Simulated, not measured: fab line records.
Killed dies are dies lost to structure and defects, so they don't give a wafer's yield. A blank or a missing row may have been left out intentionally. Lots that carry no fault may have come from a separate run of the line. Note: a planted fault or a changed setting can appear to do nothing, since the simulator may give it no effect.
fab line records | flow sky130
record lots=6 wafers=18 last-day=50
route steps=708 shown PWDE@47 NWELL@56 PAD_OPEN@708
lots untouched by any fault: they come from a run of this same line in which no faults occurred
start-h: hours from the record's first day to the start of the lot's first wafer shown | wait-h: hours since the lot's step before | " identical to the entry in the row above | L1.1+2: several wafers, shown together as one row | - no value present, or no start provided | * or withheld: withheld | < > ~ a bound
route shown NAME@n: a module of which the file shows steps, and the number in the route of the first | usual: mean/standard deviation taken from wafers without a fault | same: alike in all rows | chamber/n: place in a boat | sites: per-site readings | _std_site: their standard deviation | _edge_site: the outer-site mean with the inner-site mean subtracted | radius-mm: for every site, how far away it sits from the centre of the wafer | mask NAME#n: copy n | behind: the most recent tool/chamber to have shaped the wafer | hold: why the lot went on hold/how many hours it stayed there/how the hold came to an end | device: which transistor (n, p or np) failed to switch | end of line: at the end of the route, the tests of the same wafers | for a step that has no rows: nothing shown but its recipe | killed: count of dies lost to structure and defects at first sort (not the wafer's yield) | map: the dies of a wafer, with x for killed, . for not killed, _ for no die there
set.NAME: the setting that was run; set.NAME@STEP: the one run at that earlier step | model.NAME: the simulator's own value behind a step, which no gauge read
lots at selected steps of the route; one table per step, one row per wafer
services: when a tool's chamber went out of use (start-h, in hours from the record's first day, below 0 if earlier), for how many hours, and the reason
## steps
# step SKY_PWDE_COAT_02
# recipe spin-rpm=2000 resist-thk-nm=3000
# step SKY_PWDE_SOFTBAKE_03
# recipe temp-c=110 time-s=withheld
# step SKY_PWDE_EXPOSE_04
# recipe mask-id=PWDEM na=0.6 source-shape=conventional sigma-outer=0.6 polarization=unpolarized target-cd-nm=840 dose-mj=214
# step SKY_PWDE_PEB_05
# recipe temp-c=115 time-s=withheld
# step SKY_PWDE_DEVELOP_06
# recipe wall-angle-deg=90 developer=TMAH develop-time-s=60 dev-temp-c=23
# step SKY_PWDE_OVL_MEAS_07
# usual PWDE_OVL=-0.2/1.5
# columns lot.wafer tool chamber start-h wait-h PWDE_OVL[nm]
L345.1 overlay-02 - 71.52 - -1.7
L345.4 " - " " -3.0
L345.5 " - " " -2.3
L353.2 overlay-01 - 118.07 - 2.3
L353.3 " - " " 0.3
L353.4 " - " " 2.6
L359.1 overlay-02 - 156.07 - 1.3
L359.3 " - " " -2.2
L359.4 " - " " -2.0
L360.3 overlay-02 - 156.43 - -0.5
L360.4 " - " " -0.2
L360.5 " - " " 0.0
L361.3 overlay-01 - 162.53 - 0.3
L361.4 " - " " 1.1
L361.6 " - " " 1.2
L365.1 overlay-01 - 186.42 - -1.6
L365.2 " - " " -2.2
L365.4 " - " " 0.3
# step SKY_PWDE_IMPLANT_08
# recipe species=B energy-kev=150 dose-cm2=3.6e+12 tilt-deg=withheld
# step SKY_PWDE_STRIP_09
# recipe chemistry=O2/N2 power-w=1400 pressure-mtorr=1500 platen-temp-c=withheld o2-flow-sccm=3000 n2-flow-sccm=300 overash-fraction=0.5
# usual drypump-motor-current-A=5.5/0.45 oes-product-au=0.723/0.005 strip-time-to-endpoint-s=36.92/0.093
# columns lot.wafer tool chamber start-h wait-h drypump-motor-current-A oes-product-au rf-hours-counter-h strip-time-to-endpoint-s
L345.1 plasma-asher-04 1 71.70 0.1 6.4 0.725 28 36.88
L345.4 " 1 " " 6.4 0.724 - 36.75
L345.5 " 0 " " 5.7 0.727 - 36.79
L353.2 plasma-asher-02 1 118.25 0.1 5.1 0.715 42 36.86
L353.3 " 0 " " 5.8 0.723 - 36.93
L353.4 " 1 " " 5.2 0.722 - 36.90
L359.1 plasma-asher-02 1 156.25 0.1 5.1 0.721 46 36.96
L359.3 " 1 " " 5.1 0.733 - 36.91
L359.4 " 0 " " 5.9 0.725 - 37.11
L360.3 plasma-asher-01 1 156.64 0.1 4.9 0.725 - 37.02
L360.4 " 0 " " 5.8 0.717 - 36.92
L360.5 " 1 " " 4.9 0.718 - 36.94
L361.3 plasma-asher-02 0 162.73 0.1 5.8 0.719 - 36.98
L361.4 " 1 " " 5.1 0.721 - 36.84
L361.6 " 0 " " 5.9 0.722 - 37.00
L365.1 plasma-asher-01 0 186.60 0.1 5.8 0.721 7 36.90
L365.2 " 1 " " 4.9 0.725 7 36.78
L365.4 " 0 " " 5.8 0.725 - 36.76
# step SKY_PWDE_TW_MEAS_10
# usual PWDE_TW=374.4/1.8
# columns lot.wafer tool chamber start-h wait-h PWDE_TW
L345.1 film-metro-01 - 71.80 0.1 375.4
L345.4 " - " " 374.6
L345.5 " - " " 375.1
L353.2 film-metro-03 - 118.36 0.1 375.6
L353.3 " - " " 376.8
L353.4 " - " " 376.5
L359.1 film-metro-01 - 156.35 0.1 374.1
L359.3 " - " " 372.8
L359.4 " - " " 372.3
L360.3 film-metro-04 - 156.72 0.1 372.7
L360.4 " - " " 371.2
L360.5 " - " " 371.6
L361.3 film-metro-01 - 162.82 0.1 374.3
L361.4 " - " " 374.3
L361.6 " - " " 374.0
L365.1 film-metro-03 - 186.70 0.1 374.2
L365.2 " - " " 372.7
L365.4 " - " " 374.7
# step SKY_NWELL_DEHYDRATE_03
# recipe temp-c=200 time-s=60
# step SKY_NWELL_HMDS_04
# recipe prime-time-s=60 prime-temp-c=120
# step SKY_NWELL_COAT_05
# recipe spin-rpm=2000 resist-thk-nm=3000
# step SKY_NWELL_SOFTBAKE_06
# recipe temp-c=110 time-s=withheld
# usual heater-power-total-W=65.32/0.15 plate-temp-C=110.00/0.12
# columns lot.wafer tool chamber start-h wait-h heater-power-total-W plate-temp-C model.coat_of_NWELL_COAT_05.thk-nm
L345.1 litho-track-02 0 80.06 0.1 65.61 110.25 2997
L345.4 " 0 " " 65.16 110.09 2991
L345.5 " 0 " " 65.31 109.95 2995
L353.2 litho-track-01 0 127.85 0.1 65.46 109.98 3017
L353.3 " 0 " " 65.41 110.05 3013
L353.4 " 0 " " 65.23 110.07 3008
L359.1 litho-track-02 0 166.41 0.1 74.80 122.07 2898
L359.3 " 0 " " 75.10 122.01 2896
L359.4 " 0 " " 75.02 121.90 2899
L360.3 litho-track-04 0 166.94 0.1 65.22 109.81 2991
L360.4 " 0 " " 65.06 109.93 2992
L360.5 " 0 " " 65.43 109.96 2993
L361.3 litho-track-02 0 172.83 0.1 74.92 121.69 2883
L361.4 " 0 " " 74.75 121.95 2889
L361.6 " 0 " " 75.09 121.92 2890
L365.1 litho-track-04 0 197.02 0.1 65.48 109.97 3011
L365.2 " 0 " " 65.46 109.86 2996
L365.4 " 0 " " 65.37 109.90 2998
# step SKY_NWELL_EXPOSE_07
# recipe mask-id=NWM na=0.6 source-shape=conventional sigma-outer=0.6 polarization=unpolarized target-cd-nm=840 dose-mj=255
# step SKY_NWELL_PEB_08
# recipe temp-c=115 time-s=withheld
# step SKY_NWELL_DEVELOP_09
# recipe wall-angle-deg=90 developer=TMAH develop-time-s=60 dev-temp-c=23
# columns lot.wafer tool chamber start-h wait-h model.coat_of_NWELL_COAT_05.thk-nm
L345.1 litho-track-01 0 - - 2993
L345.4 " 0 " " 2987
L345.5 " 0 " " 2991
L353.2 litho-track-04 0 - - 3012
L353.3 " 0 " " 3009
L353.4 " 0 " " 3004
L359.1 litho-track-01 0 - - 2894
L359.3 " 0 " " 2891
L359.4 " 0 " " 2895
L360.3 litho-track-01 0 - - 2987
L360.4 " 0 " " 2988
L360.5 " 0 " " 2989
L361.3 litho-track-04 0 - - 2878
L361.4+6 " 0 " " 2885
L365.1 litho-track-02 0 - - 3007
L365.2 " 0 " " 2992
L365.4 " 0 " " 2994
# step SKY_NWELL_OVL_MEAS_10
# usual NWELL_00_OVL=0.5/1.3
# columns lot.wafer tool chamber start-h wait-h NWELL_00_OVL[nm]
L345.1 overlay-02 - 88.92 - 0.8
L345.4 " - " " 0.8
L345.5 " - " " -0.1
L353.2 overlay-02 - 137.48 - 1.4
L353.3 " - " " 1.1
L353.4 " - " " 0.5
L359.1 overlay-01 - 176.82 - -0.7
L359.3 " - " " 0.5
L359.4 " - " " 1.6
L360.3 overlay-02 - 177.18 - 2.7
L360.4 " - " " 3.0
L360.5 " - " " 2.8
L361.3 overlay-02 - 182.93 - 1.2
L361.4 " - " " 1.8
L361.6 " - " " 0.8
L365.1 overlay-02 - 206.86 - 0.9
L365.2 " - " " 0.6
L365.4 " - " " 1.4
# step SKY_NWELL_IMPLANT_11
# recipe species=P energy-kev=400 dose-cm2=1.9e+13 tilt-deg=withheld
# step SKY_NWELL_IMPLANT_12
# recipe species=P energy-kev=120 dose-cm2=1.3e+12 tilt-deg=withheld
# step SKY_NWELL_IMPLANT_13
# recipe species=P energy-kev=50 dose-cm2=7e+11 tilt-deg=withheld
# step SKY_NWELL_STRIP_14
# recipe chemistry=O2/N2 power-w=1400 pressure-mtorr=1500 platen-temp-c=withheld o2-flow-sccm=3000 n2-flow-sccm=300 overash-fraction=0.5
# usual drypump-motor-current-A=5.9/0.46 oes-product-au=0.722/0.0045 strip-time-to-endpoint-s=36.89/0.11
# columns lot.wafer tool chamber start-h wait-h drypump-motor-current-A oes-product-au rf-hours-counter-h strip-time-to-endpoint-s
L345.1 plasma-asher-03 0 89.40 0.1 6.2 0.724 40 36.89
L345.4 " 1 " " 6.2 0.726 - 36.82
L345.5 " 0 " " 6.2 0.725 - 36.85
L353.2 plasma-asher-03 0 137.96 0.1 6.2 0.724 45 37.11
L353.3 " 0 " " 6.2 0.727 - 37.06
L353.4 " 1 " " 6.2 0.727 - 37.01
L359.1 plasma-asher-03 0 177.30 0.1 6.2 0.718 49 35.74
L359.3 " 0 " " 6.2 0.726 - 35.72
L359.4 " 1 " " 6.2 0.717 - 35.76
L360.3 plasma-asher-04 1 177.69 0.1 6.4 0.717 - 36.81
L360.4 " 0 " " 5.8 0.720 - 36.82
L360.5 " 1 " " 6.4 0.724 - 36.84
L361.3 plasma-asher-04 0 183.44 0.1 5.8 0.731 - 35.57
L361.4 " 1 " " 6.4 0.725 - 35.64
L361.6 " 0 " " 5.8 0.717 - 35.65
L365.1 plasma-asher-01 0 207.35 0.1 5.8 0.724 9 37.02
L365.2 " 1 " " 4.9 0.721 9 36.86
L365.4 " 0 " " 5.8 0.727 - 36.90
# step SKY_NWELL_TW_MEAS_15
# usual NWELL_TW=1825/7.9
# columns lot.wafer tool chamber start-h wait-h NWELL_TW
L345.1 film-metro-03 - 89.50 0.1 1817
L345.4 " - " " 1818
L345.5 " - " " 1815
L353.2 film-metro-01 - 138.07 0.1 1826
L353.3 " - " " 1838
L353.4 " - " " 1837
L359.1 film-metro-01 - 177.40 0.1 1833
L359.3 " - " " 1824
L359.4 " - " " 1836
L360.3 film-metro-03 - 177.77 0.1 1829
L360.4 " - " " 1815
L360.5 " - " " 1824
L361.3 film-metro-01 - 183.53 0.1 1821
L361.4 " - " " 1826
L361.6 " - " " 1821
L365.1 film-metro-04 - 207.45 0.1 1821
L365.2 " - " " 1829
L365.4 " - " " 1823
# step SKY_PAD_OPEN_PROBE_99
# usual killed_at_M0_to_M3=43/7 killed_at_M4_up=3.0/1.9 killed-at-contacts=24/4.6 killed-at-front-end=15/4.1 killed-at-other=0.3/0.52 killed-dies=84/9.7 killed-open=46/6.9 killed-short=38/6.8
# same gross-dies=492 killed-at-back-side=0
# columns lot.wafer tool chamber start-h wait-h killed_at_M0_to_M3 killed_at_M4_up killed-at-contacts killed-at-front-end killed-at-other killed-dies killed-open killed-short
L353.2 prober-02 - 1130.48 0.1 35 1 25 16 0 77 46 30
L353.3 prober-02 - 1130.53 0.2 39 5 21 11 0 76 42 33
L353.4 prober-02 - 1130.58 0.2 42 2 25 14 0 83 44 39
L359.1 prober-01 - 1164.28 0.1 32 6 28 21 0 87 41 46
L359.3 prober-01 - 1164.38 0.2 41 5 25 13 1 85 42 43
L359.4 prober-01 - 1164.43 0.2 37 4 24 10 0 75 40 35
L360.3 prober-02 - 1168.08 0.2 31 2 23 8 0 64 37 26
L360.4 prober-02 - 1168.13 0.2 55 2 26 10 1 94 52 42
L360.5 prober-02 - 1168.18 0.2 49 2 21 16 0 88 43 44
L365.1 prober-01 - 1188.53 0.1 39 2 30 10 0 81 35 46
L365.2 prober-01 - 1188.58 0.1 44 5 17 12 1 79 47 31
L365.4 prober-01 - 1188.68 0.2 41 1 17 11 1 71 38 33
# killed by level:class
L353.2 CONTACT:geometric-particle:open=9 VIA1:geometric-particle:open=9 LI_CONTACT:geometric-particle:open=7 FIELD_ISO:geometric-particle:short=6 VIA3:geometric-particle:open=6 VIA2:geometric-particle:short=5 LOCAL_INTERCONNECT:geometric-particle:short=4 FIELD_ISO:geometric-particle:open=3
L353.3 VIA3:geometric-particle:open=9 CONTACT:geometric-particle:open=8 LI_CONTACT:geometric-particle:open=6 VIA1:geometric-particle:open=6 METAL2:geometric-particle:short=6 VIA3:geometric-particle:short=5 VIA2:geometric-particle:short=5 FIELD_ISO:geometric-particle:open=4
L353.4 VIA1:geometric-particle:open=12 FIELD_ISO:geometric-particle:short=8 VIA2:geometric-particle:open=7 CONTACT:geometric-particle:short=6 CONTACT:geometric-particle:open=6 LI_CONTACT:geometric-particle:open=5 VIA2:geometric-particle:short=5 VIA3:geometric-particle:open=5
L359.1 LI_CONTACT:geometric-particle:open=8 CONTACT:geometric-particle:short=7 VIA1:geometric-particle:open=7 FIELD_ISO:geometric-particle:open=6 POLY_GATE:geometric-particle:short=5 LOCAL_INTERCONNECT:geometric-particle:short=5 METAL1:geometric-particle:short=5 VIA2:geometric-particle:open=5
L359.3 VIA1:geometric-particle:open=13 CONTACT:geometric-particle:short=9 CONTACT:geometric-particle:open=8 VIA3:geometric-particle:open=5 POLY_GATE:geometric-particle:short=4 LOCAL_INTERCONNECT:geometric-particle:short=4 METAL2:geometric-particle:short=4 FIELD_ISO:geometric-particle:open=3
L359.4 VIA1:geometric-particle:open=7 LI_CONTACT:geometric-particle:open=6 LOCAL_INTERCONNECT:geometric-particle:short=6 CONTACT:geometric-particle:open=6 METAL2:geometric-particle:short=6 METAL1:geometric-particle:short=5 METAL1:geometric-particle:open=5 VIA3:geometric-particle:open=5
L360.3 VIA1:geometric-particle:open=10 VIA2:geometric-particle:open=8 LI_CONTACT:geometric-particle:open=7 CONTACT:geometric-particle:open=7 METAL1:geometric-particle:short=4 CONTACT:geometric-particle:short=4 FIELD_ISO:geometric-particle:short=3 POLY_GATE:geometric-particle:short=3
L360.4 VIA1:geometric-particle:open=14 LI_CONTACT:geometric-particle:open=11 VIA2:geometric-particle:open=11 METAL1:geometric-particle:short=9 CONTACT:geometric-particle:open=8 VIA2:geometric-particle:short=7 POLY_GATE:geometric-particle:short=4 CONTACT:geometric-particle:short=4
L360.5 VIA1:geometric-particle:open=9 FIELD_ISO:geometric-particle:short=8 CONTACT:geometric-particle:open=8 METAL1:geometric-particle:short=8 VIA2:geometric-particle:open=8 VIA1:geometric-particle:short=7 LOCAL_INTERCONNECT:geometric-particle:short=4 VIA3:geometric-particle:short=4
L365.1 CONTACT:geometric-particle:open=9 LI_CONTACT:geometric-particle:short=8 METAL2:geometric-particle:short=8 METAL1:geometric-particle:short=7 LOCAL_INTERCONNECT:geometric-particle:short=7 LI_CONTACT:geometric-particle:open=6 VIA1:geometric-particle:open=6 VIA2:geometric-particle:open=5
L365.2 VIA2:geometric-particle:open=10 VIA1:geometric-particle:open=9 CONTACT:geometric-particle:open=8 VIA3:geometric-particle:open=6 FIELD_ISO:geometric-particle:short=4 VIA2:geometric-particle:short=4 METAL1:geometric-particle:short=4 FIELD_ISO:geometric-particle:open=3
L365.4 VIA1:geometric-particle:open=9 METAL2:geometric-particle:short=9 LI_CONTACT:geometric-particle:open=7 CONTACT:geometric-particle:short=5 VIA3:geometric-particle:open=5 FIELD_ISO:geometric-particle:open=4 METAL1:geometric-particle:short=4 VIA2:geometric-particle:open=4
## services
# columns tool chamber start-h hours kind
plasma-asher-02 - 54.56 1.8 repair
plasma-asher-04 - 56.48 1.8 repair
plasma-asher-03 - 57.14 10.2 repair
plasma-asher-01 - 70.85 14.4 pm
plasma-asher-04 - 79.13 2.8 pm
plasma-asher-01 - 108.83 9.0 pm
plasma-asher-01 0 108.83 9.0 vent-cycle
plasma-asher-01 1 108.83 9.0 vent-cycle
plasma-asher-02 - 115.81 1.1 repair
plasma-asher-01 0 117.83 - clean
plasma-asher-01 1 117.83 - clean
plasma-asher-01 - 151.88 0.8 repair
## key
first-sign step=SKY_NWELL_SOFTBAKE_06 reading=plate-temp-C direction=up sigmas=99+ usual=* struck=*
effect step=SKY_NWELL_SOFTBAKE_06 reading=heater-power-total-W direction=up sigmas=66 usual=* struck=*
effect step=SKY_NWELL_STRIP_14 reading=strip-time-to-endpoint-s direction=down sigmas=11 usual=* struck=*
model-effect step=SKY_NWELL_SOFTBAKE_06 value=coat_of_NWELL_COAT_05.thk-nm without=2985 struck=2892
model-effect step=SKY_NWELL_DEVELOP_09 value=coat_of_NWELL_COAT_05.thk-nm without=2980 struck=2888
met-at SKY_NWELL_SOFTBAKE_06
struck-wafers L359.1,L359.3,L359.4,L361.3,L361.4,L361.6
tester-left-out L359,L361
onset-between 80.06 166.41
fault kind=process-parameter-drift tool=litho-track-02 chamber=- onset-h=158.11 steps=SKY_NWELL_SOFTBAKE_06 channel=temp-c offset=* shape=step end-h=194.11 acts-in=* stated=*
# tester-left-out: of these lots the tester's yield and bins aren't shown, on N5 and GAA mostly nor the transistor test; their killed dies are dies lost to structure and defects alone, not to doping, threshold or leakage, so they don't give the yield
